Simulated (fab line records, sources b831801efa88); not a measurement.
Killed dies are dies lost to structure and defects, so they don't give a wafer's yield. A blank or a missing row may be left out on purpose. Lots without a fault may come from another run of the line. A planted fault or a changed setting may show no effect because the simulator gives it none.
fab line records | flow sky130
record lots=15 wafers=45 last_day=50
route steps=708 shown RES_PROTECT@214 POLY_GATE@218 LDD_N@249 LDD_P@262
lots that met no fault: from a run of the same line without faults
start_h: hours from the record's first day to the start of the lot's first wafer shown | wait_h: hours since the lot's step before | " the same as in the row above | L1.1+2: a row that stands for several wafers | - no value, or no start given | * or withheld: withheld | < > ~ a bound
route shown NAME@n: a module of which the file shows steps, and the number in the route of the first | usual: mean/standard deviation of fault-free wafers | same: alike in all rows | chamber/n: place in a boat | sites: the reading at each site | _std_site: their standard deviation | _edge_site: outer sites' mean less inner sites' | radius_mm: how far each site lies from the wafer's centre | mask NAME#n: copy n | behind: the tool/chamber that last shaped the wafer | hold: why the lot was held/for how many hours/how that ended | device: the transistor (n, p or np) that didn't switch | end of line: the same wafers' tests at the end of the route | a step without rows: its recipe alone | killed: dies lost to structure and defects at the first sort, not the wafer's yield | map: a wafer's dies, x killed, . not, _ none there
set.NAME: the setting as run; set.NAME@STEP: as run at that earlier step | model.NAME: the simulator's own value behind a step, which no gauge read
steps of the route over a sample of lots; a table a step, a row a wafer
services: from which hour (start_h, from the record's first day; less than 0 if before it) a tool's chamber was out of use, for how many hours, and why
## steps
# step SKY_RES_PROTECT_STRIP_07
# recipe chemistry=O2/N2 power_w=1400 pressure_mtorr=1500 platen_temp_c=withheld o2_flow_sccm=3000 n2_flow_sccm=300 overash_fraction=0.5
# usual drypump_motor_current_A=5.8/0.35 n2_flow_sccm=300.0/0.8 o2_flow_sccm=3000/8.2 oes_product_au=0.518/0.0052 strip_time_to_endpoint_s=23.30/0.047
# columns lot.wafer tool chamber start_h wait_h drypump_motor_current_A n2_flow_sccm o2_flow_sccm oes_product_au rf_hours_counter_h strip_time_to_endpoint_s
L981.1 plasma_asher-01 0 357.29 0.1 5.5 300.4 3015 0.512 56 23.30
L981.3 " 0 " " 5.5 300.4 3010 0.511 - 23.31
L981.5 " 0 " " 5.5 299.9 2997 0.522 - 23.34
L983.1 plasma_asher-01 0 369.29 0.1 5.5 299.8 2989 0.508 57 23.28
L983.5 " 0 " " 5.5 301.2 3005 0.512 - 23.32
L983.6 " 1 " " 5.8 299.0 2999 0.517 - 23.32
L982.1 plasma_asher-03 1 374.59 0.1 5.7 300.1 3019 0.512 22 23.23
L982.4 " 0 " " 5.9 297.7 3015 0.519 - 23.24
L982.5 " 0 " " 5.9 298.2 3000 0.516 - 23.24
L984.2 plasma_asher-01 0 389.19 0.1 5.5 298.8 2995 0.518 59 23.26
L984.3 " 1 " " 5.8 298.7 2998 0.517 - 23.26
L984.4 " 0 " " 5.5 299.7 2996 0.513 - 23.29
L988.3 plasma_asher-01 1 415.58 0.1 5.8 299.9 2996 0.512 - 23.32
L988.4 " 0 " " 5.4 300.4 2989 0.516 - 23.21
L988.6 " 0 " " 5.4 300.3 3010 0.510 - 23.26
L990.4 plasma_asher-03 0 437.18 0.1 5.9 300.0 3002 0.515 - 23.32
L990.5 " 0 " " 5.9 300.0 3000 0.516 - 23.28
L990.6 " 1 " " 5.7 300.7 2994 0.515 - 23.26
L993.3 plasma_asher-04 0 457.27 0.1 6.3 299.5 3016 0.511 - 23.22
L993.5 " 1 " " 5.2 300.3 2994 0.523 - 23.24
L993.6 " 0 " " 6.3 300.2 3005 0.519 - 23.28
L995.1 plasma_asher-04 0 493.54 0.1 6.3 301.8 2980 0.518 86 23.24
L995.3 " 0 " " 6.3 301.4 2985 0.526 - 23.27
L995.5 " 1 " " 5.3 299.4 2989 0.525 - 23.23
L994.1 plasma_asher-04 0 495.54 0.1 6.3 300.1 3001 0.517 86 23.37
L994.2 " 1 " " 5.3 299.9 2991 0.516 86 23.30
L994.4 " 1 " " 5.3 299.5 3000 0.524 - 23.34
L996.4 plasma_asher-03 0 499.83 0.1 5.9 300.9 2995 0.520 - 23.34
L996.5 " 1 " " 5.8 300.4 3001 0.520 - 23.36
L996.6 " 0 " " 5.9 299.9 3000 0.519 - 23.33
L998.1 plasma_asher-01 1 508.09 0.1 5.8 301.1 3004 0.508 70 23.30
L998.2 " 0 " " 5.5 300.9 2997 0.515 70 23.31
L998.6 " 0 " " 5.5 298.9 3009 0.519 - 23.32
L999.3 plasma_asher-03 0 510.93 0.1 5.9 299.3 2997 0.513 - 23.35
L999.4 " 1 " " 5.7 300.2 2994 0.512 - 23.27
L999.6 " 1 " " 5.8 301.3 2997 0.513 - 23.30
L997.1 plasma_asher-04 1 512.74 0.1 5.2 299.6 3011 0.514 87 23.29
L997.3 " 0 " " 6.3 299.1 2999 0.519 - 23.31
L997.6 " 1 " " 5.2 300.8 3000 0.519 - 23.29
L101.1 plasma_asher-04 0 526.49 0.1 6.3 300.4 2993 0.517 89 23.36
L101.4 " 1 " " 5.2 298.8 2997 0.518 - 23.36
L101.6 " 1 " " 5.2 300.5 3002 0.508 - 23.34
L102.2 plasma_asher-04 0 545.54 0.1 6.3 299.1 3003 0.524 91 23.21
L102.5 " 0 " " 6.3 300.1 3000 0.515 - 23.28
L102.6 " 1 " " 5.2 299.6 3007 0.517 - 23.27
# step SKY_POLY_GATE_THK_MEAS_04
# recipe reads=Si3N4_of_POLY_GATE_CVD_03
# usual POLY_GATE_CVD_03_THK=75.1/0.84
# columns lot.wafer tool chamber start_h wait_h POLY_GATE_CVD_03_THK[nm]
L981.1 film_metro-02 - 360.45 0.0 75.7
L981.3 " - " " 75.2
L981.5 " - " " 75.5
L983.1 film_metro-02 - 370.86 0.0 76.6
L983.5 " - " " 76.8
L983.6 " - " " 76.4
L982.1 film_metro-02 - 376.17 0.0 76.0
L982.4 " - " " 75.2
L982.5 " - " " 75.4
L984.2 film_metro-02 - 390.77 0.0 75.9
L984.3 " - " " 75.9
L984.4 " - " " 76.2
L988.3 film_metro-02 - 417.13 0.0 75.1
L988.4 " - " " 74.9
L988.6 " - " " 74.6
L990.4 film_metro-04 - 438.75 0.0 75.2
L990.5 " - " " 76.0
L990.6 " - " " 75.5
L993.3 film_metro-03 - 459.43 0.0 75.1
L993.5 " - " " 75.0
L993.6 " - " " 74.9
L995.1 film_metro-02 - 495.11 0.0 74.2
L995.3 " - " " 73.4
L995.5 " - " " 73.7
L994.1 film_metro-03 - 497.11 0.0 74.5
L994.2 " - " " 74.8
L994.4 " - " " 74.2
L996.4 film_metro-04 - 501.40 0.0 74.8
L996.5 " - " " 74.2
L996.6 " - " " 75.2
L998.1 film_metro-03 - 509.66 0.0 73.9
L998.2 " - " " 74.8
L998.6 " - " " 75.2
L999.3 film_metro-04 - 512.48 0.0 73.6
L999.4 " - " " 73.6
L999.6 " - " " 73.4
L997.1 film_metro-03 - 514.31 0.0 74.7
L997.3 " - " " 73.9
L997.6 " - " " 74.3
L101.1 film_metro-02 - 528.06 0.0 74.6
L101.4 " - " " 74.5
L101.6 " - " " 74.4
L102.2 film_metro-02 - 547.56 0.0 75.5
L102.5 " - " " 74.8
L102.6 " - " " 75.1
# step SKY_LDD_N_IMPLANT_12
# recipe species=BF2 energy_kev=50 dose_cm2=5e+12 tilt_deg=30 rotation_deg=0
# usual beam_energy_keV=50.001/0.016 beam_on_s=9.97/0.2 implant_ion_amu=49/0
# columns lot.wafer tool chamber start_h wait_h beam_energy_keV beam_on_s implant_ion_amu
L981.1 implanter-03 0 421.22 0.1 49.997 9.75 49
L981.3 " 0 " " 49.994 9.87 49
L981.5 " 0 " " 49.967 9.67 49
L983.1 implanter-02 0 433.92 0.1 49.998 9.96 49
L983.5 " 0 " " 49.992 10.07 49
L983.6 " 0 " " 50.000 9.83 49
L982.1 implanter-03 0 439.37 0.1 49.999 10.04 49
L982.4 " 0 " " 49.996 10.20 49
L982.5 " 0 " " 50.011 9.96 49
L984.2 implanter-02 0 454.10 0.1 49.991 9.89 49
L984.3 " 0 " " 50.002 10.15 49
L984.4 " 0 " " 50.019 10.09 49
L988.3 implanter-02 0 480.78 0.1 50.010 9.85 49
L988.4 " 0 " " 50.010 10.02 49
L988.6 " 0 " " 49.997 9.93 49
L990.4 implanter-04 0 504.10 0.1 49.990 9.98 49
L990.5 " 0 " " 49.990 10.34 49
L990.6 " 0 " " 49.967 9.80 49
L993.3 implanter-04 - 522.57 0.1 - - -
L993.5 " - " " - - -
L993.6 " - " " - - -
L995.1 implanter-04 - 557.22 0.1 - - -
L995.3 " - " " - - -
L995.5 " - " " - - -
L994.1 implanter-02 - 559.87 0.1 - - -
L994.2 " - " " - - -
L994.4 " - " " - - -
L996.4 implanter-04 0 563.20 0.1 50.010 9.93 49
L996.5 " 0 " " 50.011 9.94 49
L996.6 " 0 " " 49.990 9.89 49
L998.1 implanter-02 0 571.52 0.1 50.018 10.10 49
L998.2 " 0 " " 50.023 10.21 49
L998.6 " 0 " " 50.019 9.80 49
L999.3 implanter-03 0 575.57 0.1 50.006 10.18 49
L999.4 " 0 " " 50.011 9.62 49
L999.6 " 0 " " 50.004 9.69 49
L997.1 implanter-04 0 577.53 0.1 50.000 9.74 49
L997.3 " 0 " " 49.990 9.81 49
L997.6 " 0 " " 50.005 9.96 49
L101.1 implanter-03 0 589.78 0.1 49.979 10.10 49
L101.4 " 0 " " 49.958 10.05 49
L101.6 " 0 " " 49.982 10.01 49
L102.2 implanter-04 0 608.30 0.1 50.000 9.93 49
L102.5 " 0 " " 50.000 9.82 49
L102.6 " 0 " " 49.999 9.90 49
# step SKY_LDD_P_CD_MEAS_07
# recipe target_cd_nm=380
# usual cd_nm=379.7/2.4
# columns lot.wafer tool chamber start_h wait_h cd_nm
L981.1 cd_sem-01 - 452.54 0.1 378.2
L981.3 " - " " 378.9
L981.5 " - " " 378.7
L983.1 cd_sem-01 - 465.19 0.1 378.1
L983.5 " - " " 377.9
L983.6 " - " " 375.3
L982.1 cd_sem-01 - 470.74 0.1 379.5
L982.4 " - " " 378.6
L982.5 " - " " 380.0
L984.2 cd_sem-02 - 485.21 0.1 378.2
L984.3 " - " " 380.0
L984.4 " - " " 379.1
L988.3 cd_sem-02 - 511.15 0.2 377.4
L988.4 " - " " 380.6
L988.6 " - " " 380.3
L990.4 cd_sem-01 - 535.05 0.1 382.7
L990.5 " - " " 383.7
L990.6 " - " " 382.5
L996.4 cd_sem-02 - 593.15 0.1 385.1
L996.5 " - " " 381.9
L996.6 " - " " 383.4
L998.1 cd_sem-01 - 601.34 0.1 377.1
L998.2 " - " " 381.1
L998.6 " - " " 380.5
L999.3 cd_sem-02 - 605.78 0.1 385.7
L999.4 " - " " 383.7
L999.6 " - " " 386.2
L997.1 cd_sem-02 - 606.64 0.1 382.7
L997.3 " - " " 380.4
L997.6 " - " " 382.2
L101.1 cd_sem-02 - 619.09 0.1 378.1
L101.4 " - " " 377.1
L101.6 " - " " 381.0
L102.2 cd_sem-02 - 636.86 0.1 378.2
L102.5 " - " " 375.4
L102.6 " - " " 376.0
## services
# columns tool chamber start_h hours kind
implanter-04 - 337.71 1.4 repair
implanter-04 - 354.34 1.0 repair
implanter-04 - 366.44 7.4 pm
plasma_asher-03 - 367.33 7.1 repair
plasma_asher-01 - 428.32 2.8 pm
implanter-02 - 438.32 5.7 repair
implanter-04 - 524.04 15.6 pm
implanter-03 - 552.69 13.0 repair
implanter-02 - 585.10 5.4 pm
## key
first_sign step=SKY_LDD_N_IMPLANT_12 reading=tool_record direction=missing
effect none on later readings
met_at SKY_LDD_N_IMPLANT_12
struck_lots L993,L994,L995
later_rows_left_out L993.3,L993.5,L993.6,L994.1,L994.2,L994.4,L995.1,L995.3,L995.5
sort_left_out L993.3,L993.5,L993.6,L994.1,L994.2,L994.4,L995.1,L995.3,L995.5
tester_left_out L993,L994,L995
not_acting_at SKY_RES_PROTECT_STRIP_07,SKY_POLY_GATE_THK_MEAS_04,SKY_LDD_P_CD_MEAS_07
onset_between 504.10 522.57
fault kind=skipped_step_whole tool=implanter-02,implanter-04 chamber=- onset_h=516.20 steps=SKY_LDD_N_IMPLANT_12 scope=struck_lots_only
# tester_left_out: of these lots the tester's yield and bins aren't shown, on N5 and GAA mostly nor the transistor test; their killed dies are dies lost to structure and defects alone, not to doping, threshold or leakage, so they don't give the yield
# sort_left_out: the simulated sort isn't trusted on such a fault, so these wafers' sort isn't shown, and their yield isn't known
# later_rows_left_out: the simulator's readings of these wafers behind a module that went badly wrong aren't trusted and aren't shown, but for the sort
